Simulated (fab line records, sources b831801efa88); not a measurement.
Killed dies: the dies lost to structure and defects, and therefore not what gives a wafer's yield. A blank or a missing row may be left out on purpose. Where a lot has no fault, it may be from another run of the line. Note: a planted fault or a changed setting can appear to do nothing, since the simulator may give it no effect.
A single fault, viewed from 2 desks || flow sky130 || each desk has only its own numbers; what lay behind them comes last

== AT THE METROLOGY DESK ==
Lot by lot, what the gauges showed, no matter which tool ran the lot: averages of those sampled wafers that carry a number. A lot is out of limits, marked OUT, if its mean lies more than 4 standard deviations from the usual mean; the brackets give that distance.
Columns: A = VIA3_W_THK at SKY_VIA3_THK_MEAS_23, usual 384 nm
{"lot": "L880", "first seen here": "day 39 19:40", "A": 386}
{"lot": "L881", "first seen here": "day 40 18:05", "A": 378}
{"lot": "L884", "first seen here": "day 40 23:30", "A": 383}
{"lot": "L887", "first seen here": "day 42 03:45", "A": 383}
{"lot": "L892", "first seen here": "day 43 07:40", "A": 389}
{"lot": "L897", "first seen here": "day 44 15:45", "A": 400}
{"lot": "L898", "first seen here": "day 44 21:54", "A": 395}
{"lot": "L901", "first seen here": "day 45 13:26", "A": 389}
{"lot": "L902", "first seen here": "day 45 15:46", "A": 378}
{"lot": "L903", "first seen here": "day 46 00:41", "A": 393}
Result from this desk: across the 10 lots, nothing is out of limits.

== AT THE TOOL OWNER'S DESK: rie_metal-03 ==
The tool's own readings at SKY_CAP2M_METAL_ETCH_13 (etches TiN in Cl2/BCl3, stops on SiO2, target depth 220 nm, time 62.9 s): means of the sampled wafers that have a number, for each lot that ran on this tool. A lot is out of limits, marked OUT, if its mean lies more than 4 standard deviations from the usual mean; the brackets give that distance.
Columns: A = drypump_motor_current_A at SKY_CAP2M_METAL_ETCH_13, usual 5.7 A; B = oes_product_au at SKY_CAP2M_METAL_ETCH_13, usual 0.940 a.u.; C = run_length_s at SKY_CAP2M_METAL_ETCH_13, usual 91.5 s; D = throttle_valve_pct at SKY_CAP2M_METAL_ETCH_13, usual 21.903 %
{"lot": "L892", "first seen here": "day 44 07:09", "A": 6.2, "B": 0.935, "C": 91.0, "D": 21.905}
{"lot": "L897", "first seen here": "day 45 14:27", "A": 6.0, "B": "0.848 (-13) OUT", "C": "104.7 (+17) OUT", "D": "21.955 (+5.2) OUT"}
{"lot": "L898", "first seen here": "day 45 19:49", "A": 6.1, "B": "0.840 (-14) OUT", "C": "104.6 (+17) OUT", "D": "21.959 (+5.7) OUT"}
This desk's finding: out of limits on L897, L898; first on L897, day 45 14:27 (oes_product_au at SKY_CAP2M_METAL_ETCH_13). Within limits: L892.

== PUT TOGETHER ==
On L897, L898, at day 45 14:27, an alarm was possible from the tool owner's desk.
At the metrology desk, nothing out of limits was observed.
The metrology desk holds a record of L897, L898, inside its limits.
The lots listed all ran SKY_CAP2M_METAL_ETCH_13 on rie_metal-03.

== WHAT THE SIMULATOR HAD PUT IN ==
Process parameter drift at SKY_CAP2M_METAL_ETCH_13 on rie_metal-03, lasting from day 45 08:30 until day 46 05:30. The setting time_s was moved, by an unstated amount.
Shown lots that were struck: L897, L898.
Hours from the fault's start to each desk's first reading out of limits: the tool owner's desk, 6.
